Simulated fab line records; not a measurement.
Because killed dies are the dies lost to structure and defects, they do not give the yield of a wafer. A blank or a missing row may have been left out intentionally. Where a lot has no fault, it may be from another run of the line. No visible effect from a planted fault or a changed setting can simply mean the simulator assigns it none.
Which tool is to blame? -- flow gf180mcu -- 7 lots with 20 wafers sampled at 3 steps, on a route of 602 steps

## WHAT EACH GAUGE READ, for each wafer
GF_PSD_RS_MEAS_14: uses a four-point probe to measure.
lot,measured,on,NSD_RS (ohm/sq)
L865,day 14 21:50,film_metro-03,46.16 46.03 46.09
L867,day 15 10:59,film_metro-03,46.24 46.22 46.30
L869,day 16 04:38,film_metro-02,46.03 46.12 46.01
L872,day 17 07:47,film_metro-03,46.17 46.17 46.09
L874,day 18 00:25,film_metro-02,46.22 46.21 46.25
L881,day 20 12:17,film_metro-02,47.29 46.23
L885,day 22 00:50,film_metro-03,46.39 46.21 46.25

## EACH LOT AND THE TOOL THAT RAN IT (in order: tool; ch and the chambers of the sampled wafers; start)
lot,GF_NSD_IMPLANT_10,GF_NSD_STRIP_11
L865,"implanter-04 ch 0, day 14 00:28","plasma_asher-02 ch 0, day 14 00:37"
L867,"implanter-02 ch 0, day 14 12:50","plasma_asher-02 ch 0,1, day 14 12:58"
L869,"implanter-04 ch 0, day 15 05:52","plasma_asher-01 ch 0,1, day 15 05:59"
L872,"implanter-03 ch 0, day 16 09:14","plasma_asher-01 ch 0,1, day 16 09:23"
L874,"implanter-04 ch 0, day 17 00:41","plasma_asher-01 ch 0,1, day 17 00:49"
L881,"implanter-04 ch 0, day 19 10:55","plasma_asher-03 ch 0,1, day 19 11:03"
L885,"implanter-02 ch 0, day 21 00:10","plasma_asher-03 ch 0,1, day 21 00:17"
- GF_NSD_IMPLANT_10
- GF_NSD_STRIP_11: strips in O2/N2.

## THE ANSWER, worked out from the rows above alone
Rule: the usual values come from the lots themselves. The widest of any qualifying gaps counts: lots, ordered by their means at a reading, are off when they make up no more than a third of the lots, leave a main group of 4 or more, and stand apart from it by 3 or more times the standard deviation of that group's means. If all means in a main group match to the digits the tables above print for the reading, that group is not used. A lot without any number at a reading at which 4 lots or more have one is off too. All remaining lots with rows at the step are treated as sound.
Off: L881, seen at GF_PSD_RS_MEAS_14 (NSD_RS). Main group: mean 46.18 ohm/sq, sd 0.085.
A tool fits if, at a process step before that reading, it ran every lot that is off, and no sound lot after the first of them. Gauges at GF_PSD_RS_MEAS_14: tried the same way as those tools. This does not decide it: 2 tools fit, namely implanter-04 at GF_NSD_IMPLANT_10 and film_metro-02 at GF_PSD_RS_MEAS_14.

## WHAT THE SIMULATOR HAD INSERTED
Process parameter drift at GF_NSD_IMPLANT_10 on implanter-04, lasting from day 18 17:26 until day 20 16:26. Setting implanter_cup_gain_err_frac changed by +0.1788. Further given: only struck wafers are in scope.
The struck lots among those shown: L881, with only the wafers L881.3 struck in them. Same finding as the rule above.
